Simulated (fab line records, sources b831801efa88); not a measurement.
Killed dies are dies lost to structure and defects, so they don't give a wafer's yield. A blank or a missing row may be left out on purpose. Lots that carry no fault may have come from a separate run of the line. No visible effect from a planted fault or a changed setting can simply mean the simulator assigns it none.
fab line records	flow sky130
record: lots: 5	wafers: 23
route steps=708 shown VIA4@657 METAL5@664 PASSIVATION@692 PAD_OPEN@696
start-h: start of the lot's first displayed wafer, in hours after the record's first day	wait-h: how many hours have passed since the lot's step before this one	" the same as in the row above	L1.1+2: several wafers, shown together as one row	- no value, or no start given	* or withheld: withheld	< > ~ a bound
route shown NAME@n: NAME is a module with steps in the file, n the number in the route of the first one	usual: the fault-free wafers' mean and standard deviation	same: alike in all rows	chamber/n: place in a boat	sites: the reading at each site	_std_site: how widely they spread, as a standard deviation	_edge_site: inner sites' mean taken away from outer sites' mean	radius-mm: how far each site lies from the wafer's centre	mask NAME#n: copy n	behind: the tool/chamber that last shaped the wafer	hold: reason for holding the lot/hours on hold/outcome of the hold	device: the n, p or np transistor that did not switch	end of line: the route-end tests of the same wafers	a step given without rows: its recipe and nothing more	killed: not the wafer's yield, but the dies lost to structure and defects at the first sort	map: a wafer's dies, marking killed ones x, the rest . and places with no die _
set.NAME: the setting the step ran with; set.NAME@STEP: the setting that earlier step ran with	model.NAME: the simulator's own value behind a step, which no gauge read
lots whose settings were changed on purpose; a table a step, a row a wafer
== steps ==
step: SKY_VIA4_CVD_18
recipe: material: W	target-thk-nm: 505	time-s: 152.14	temp-c: 400	pressure-torr: 40
lot.wafer	tool	chamber	start-h	wait-h	set.temp-c	model.W_of_VIA4_CVD_18.thk-nm
L074.1	cvd-w-01	1	1068.45	0.0	389.7	421
L074.2	"	1	"	"	389.7	410
L074.3	"	1	"	"	389.7	421.3
L074.4	"	1	"	"	400	499.9
L074.6	"	1	"	"	400	499.6
L077.1	cvd-w-01	1	1072.25	0.0	395.1	464.1
L077.2	"	1	"	"	400	501.5
L077.4	"	1	"	"	400	506.8
L077.5	"	1	"	"	395.1	457.1
L077.6	"	1	"	"	395.1	453.7
L081.1	cvd-w-01	1	1073.07	0.0	400	503
L081.2	"	1	"	"	400	502.4
L081.3	"	1	"	"	400	504.1
L081.4	"	1	"	"	400	505.2
L081.5	"	1	"	"	400	500.9
L084.2	cvd-w-02	0	1130.00	0.0	400	505.6
L084.3	"	0	"	"	396.5	474.4
L084.4	"	1	"	"	396.5	472.9
L084.5	"	0	"	"	400	507.4
L084.6	"	1	"	"	400	501.7
L085.1	cvd-w-01	1	1130.52	0.0	400	504.8
L085.3	"	1	"	"	400	501.2
L085.6	"	1	"	"	400	500.7
step: SKY_VIA4_RS_MEAS_19
recipe: thk-meas-gauge: four-point-probe	reads: W_of_VIA4_CVD_18+TiN_of_VIA4_SPUTTER_17
usual: VIA4_W_RS: 0.2278/0.0017
lot.wafer	tool	chamber	start-h	wait-h	set.temp-c@VIA4_CVD_18	VIA4_W_RS[ohm/sq]
L074.1	film-metro-02	-	1068.75	0.3	389.7	0.2720
L074.2	"	-	"	"	389.7	0.2802
L074.3	"	-	"	"	389.7	0.2717
L074.4	"	-	"	"	400	0.2293
L074.6	"	-	"	"	400	0.2295
L077.1	film-metro-03	-	1072.55	0.3	395.1	0.2462
L077.2	"	-	"	"	400	0.2281
L077.4	"	-	"	"	400	0.2260
L077.5	"	-	"	"	395.1	0.2508
L077.6	"	-	"	"	395.1	0.2520
L081.1	film-metro-01	-	1073.37	0.3	400	0.2270
L081.2	"	-	"	"	400	0.2274
L081.3	"	-	"	"	400	0.2264
L081.4	"	-	"	"	400	0.2261
L081.5	"	-	"	"	400	0.2282
L084.2	film-metro-02	-	1130.17	0.1	400	0.2270
L084.3	"	-	"	"	396.5	0.2412
L084.4	"	-	"	"	396.5	0.2425
L084.5	"	-	"	"	400	0.2262
L084.6	"	-	"	"	400	0.2280
L085.1	film-metro-01	-	1130.82	0.3	400	0.2263
L085.3	"	-	"	"	400	0.2282
L085.6	"	-	"	"	400	0.2279
step: SKY_VIA4_THK_MEAS_20
recipe: thk-meas-gauge: xrf	reads: W_of_VIA4_CVD_18
usual: VIA4_W_THK: 489/3.9
lot.wafer	tool	chamber	start-h	wait-h	set.temp-c@VIA4_CVD_18	VIA4_W_THK[nm]
L074.1	film-metro-02	-	1068.87	0.1	389.7	413
L074.2	"	-	"	"	389.7	399
L074.3	"	-	"	"	389.7	413
L074.4	"	-	"	"	400	488
L074.6	"	-	"	"	400	488
L077.1	film-metro-03	-	1072.67	0.1	395.1	451
L077.2	"	-	"	"	400	487
L077.4	"	-	"	"	400	493
L077.5	"	-	"	"	395.1	447
L077.6	"	-	"	"	395.1	446
L081.1	film-metro-01	-	1073.49	0.1	400	488
L081.2	"	-	"	"	400	488
L081.3	"	-	"	"	400	489
L081.4	"	-	"	"	400	488
L081.5	"	-	"	"	400	487
L084.2	film-metro-02	-	1130.28	0.1	400	488
L084.3	"	-	"	"	396.5	459
L084.4	"	-	"	"	396.5	456
L084.5	"	-	"	"	400	489
L084.6	"	-	"	"	400	484
L085.1	film-metro-01	-	1130.94	0.1	400	488
L085.3	"	-	"	"	400	486
L085.6	"	-	"	"	400	486
step: SKY_METAL5_SPUTTER_03
recipe: material: Ti	target-thk-nm: 5	power-w: 3000	time-s: 3.3	chamber-pressure-pa: 0.4
lot.wafer	tool	chamber	start-h	wait-h	set.time-s	model.Ti_of_METAL5_SPUTTER_03.thk-nm
L074.1	pvd-sputter-03	-	1069.33	0.0	2.821	4.39
L074.2	"	-	"	"	2.821	4.442
L074.3	"	-	"	"	3.3	5.028
L074.4	"	-	"	"	3.3	5.085
L074.6	"	-	"	"	2.821	4.318
L077.1	pvd-sputter-03	-	1073.13	0.0	3.3	5.064
L077.2	"	-	"	"	3.3	4.956
L077.4	"	-	"	"	3.14	4.818
L077.5	"	-	"	"	3.14	4.804
L077.6	"	-	"	"	3.3	5.011
L081.1	pvd-sputter-02	-	1073.95	0.0	3.3	5.006
L081.2	"	-	"	"	3.467	5.367
L081.3	"	-	"	"	3.3	5.051
L081.4	"	-	"	"	3.3	5.033
L081.5	"	-	"	"	3.467	5.242
L084.2	pvd-sputter-03	-	1130.73	0.0	3.508	5.219
L084.3	"	-	"	"	3.3	4.977
L084.4	"	-	"	"	3.508	5.412
L084.5	"	-	"	"	3.3	5.039
L084.6	"	-	"	"	3.508	5.277
L085.1	pvd-sputter-03	-	1131.40	0.0	3.3	4.867
L085.3	"	-	"	"	3.3	4.975
L085.6	"	-	"	"	3.3	4.946
step: SKY_PASSIVATION_ETCH_11
recipe: chemistry: CF4/O2	target-depth-nm: 725	stop-on: AlCu	source-w: 800	bias-w: 150	pressure-mtorr: 150	cf4-flow-sccm: 80	O2_flow_sccm: 10	time-s: 161.1
lot.wafer	tool	chamber	start-h	wait-h	set.time-s	model.coat_of_PASSIVATION_COAT_06.thk-nm
L074.1	rie-diel-04	1	1112.49	-	183.4	2462
L074.2	"	2	"	"	161.1	2516
L074.3	"	0	"	"	161.1	2533
L074.4	"	3	"	"	161.1	2520
L074.6	"	2	"	"	183.4	2459
L077.1	rie-diel-03	0	1116.26	-	161.1	2525
L077.2	"	2	"	"	150.2	2557
L077.4	"	3	"	"	150.2	2547
L077.5	"	2	"	"	150.2	2554
L077.6	"	1	"	"	161.1	2528
L081.1	rie-diel-01	2	1117.54	-	173.2	2494
L081.2	"	0	"	"	173.2	2489
L081.3	"	1	"	"	161.1	2514
L081.4	"	3	"	"	161.1	2531
L081.5	"	2	"	"	173.2	2490
L084.2	rie-diel-04	2	1169.18	-	150.4	2555
L084.3	"	3	"	"	161.1	2520
L084.4	"	0	"	"	150.4	2546
L084.5	"	2	"	"	150.4	2543
L084.6	"	1	"	"	161.1	2516
L085.1+3	rie-diel-03	1,3	1169.49	-	161.1	2521
L085.6	"	1	"	"	161.1	2518
step: SKY_PASSIVATION_STRIP_12
recipe: chemistry: O2/N2	power-w: 1400	pressure-mtorr: 1500	platen-temp-c: withheld	overash-fraction: 0.7	o2-flow-sccm: 3000	n2-flow-sccm: 300
usual: strip-time-to-endpoint-s: 31.57/0.094
lot.wafer	tool	chamber	start-h	wait-h	set.time-s@PASSIVATION_ETCH_11	strip-time-to-endpoint-s
L074.1	plasma-asher-03	1	1112.60	0.1	183.4	30.87
L074.2	"	0	"	"	161.1	31.52
L074.3	"	0	"	"	161.1	31.71
L074.4	"	1	"	"	161.1	31.57
L074.6	"	1	"	"	183.4	30.83
L077.1	plasma-asher-02	1	1116.36	0.1	161.1	31.60
L077.2	"	0	"	"	150.2	31.96
L077.4	"	0	"	"	150.2	31.89
L077.5	"	0	"	"	150.2	31.94
L077.6	"	1	"	"	161.1	31.67
L081.1	plasma-asher-04	0	1117.65	0.1	173.2	31.23
L081.2	"	1	"	"	173.2	31.20
L081.3	"	0	"	"	161.1	31.50
L081.4	"	1	"	"	161.1	31.70
L081.5	"	1	"	"	173.2	31.19
L084.2	plasma-asher-02	0	1169.28	0.1	150.4	31.94
L084.3	"	1	"	"	161.1	31.56
L084.4	"	0	"	"	150.4	31.88
L084.5	"	1	"	"	150.4	31.83
L084.6	"	0	"	"	161.1	31.51
L085.1	plasma-asher-04	1	1169.60	0.1	161.1	31.57
L085.3	"	1	"	"	161.1	31.56
L085.6	"	1	"	"	161.1	31.53
step: SKY_PAD_OPEN_COAT_02
recipe: spin-rpm: 2000	resist-thk-nm: 3000
lot.wafer	tool	chamber	start-h	wait-h	set.spin-rpm	model.coat_of_PAD_OPEN_COAT_02.thk-nm
L074.1+3	litho-track-04	0	1121.96	0.1	2000	2996
L074.2+4	"	0	"	"	1957	3027
L074.6	"	0	"	"	2000	2998
L077.1+4	litho-track-01	0	1126.63	0.1	2000	2996
L077.2	"	0	"	"	2097	2925
L077.5	"	0	"	"	2097	2931
L077.6	"	0	"	"	2000	2992
L081.1	litho-track-04	0	1127.61	0.1	2000	2996
L081.2	"	0	"	"	2000	2990
L081.3	"	0	"	"	2000	2993
L081.4	"	0	"	"	2067	2944
L081.5	"	0	"	"	2067	2938
L084.2	litho-track-02	0	1178.25	0.1	2000	3003
L084.3	"	0	"	"	2000	3014
L084.4	"	0	"	"	2000	2999
L084.5	"	0	"	"	2000	3015
L084.6	"	0	"	"	2000	3004
L085.1	litho-track-02	0	1178.88	0.1	2000	3004
L085.3+6	"	0	"	"	2000	3013
== key ==
split: step: SKY_VIA4_CVD_18	setting: temp-c	stated: 400	by: wafer
response: step: SKY_VIA4_CVD_18	reading: model.W_of_VIA4_CVD_18.thk-nm	change: +33.2	per: 1%	r: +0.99
response: step: SKY_VIA4_RS_MEAS_19	reading: VIA4_W_RS	change: -0.0177	per: 1%	r: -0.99
response: step: SKY_VIA4_THK_MEAS_20	reading: VIA4_W_THK	change: +31.8	per: 1%	r: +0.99
split: step: SKY_METAL5_SPUTTER_03	setting: time-s	stated: 3.3	by: wafer
response: step: SKY_METAL5_SPUTTER_03	reading: model.Ti_of_METAL5_SPUTTER_03.thk-nm	change: +0.0467	per: 1%	r: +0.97
split: step: SKY_PASSIVATION_ETCH_11	setting: time-s	stated: 161.1	by: wafer
response: step: SKY_PASSIVATION_ETCH_11	reading: model.coat_of_PASSIVATION_COAT_06.thk-nm	change: -4.4	per: 1%	r: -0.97
response: step: SKY_PASSIVATION_STRIP_12	reading: strip-time-to-endpoint-s	change: *	per: 1%	r: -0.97
split: step: SKY_PAD_OPEN_COAT_02	setting: spin-rpm	stated: 2000	by: wafer
response: step: SKY_PAD_OPEN_COAT_02	reading: model.coat_of_PAD_OPEN_COAT_02.thk-nm	change: -14.2	per: 1%	r: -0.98
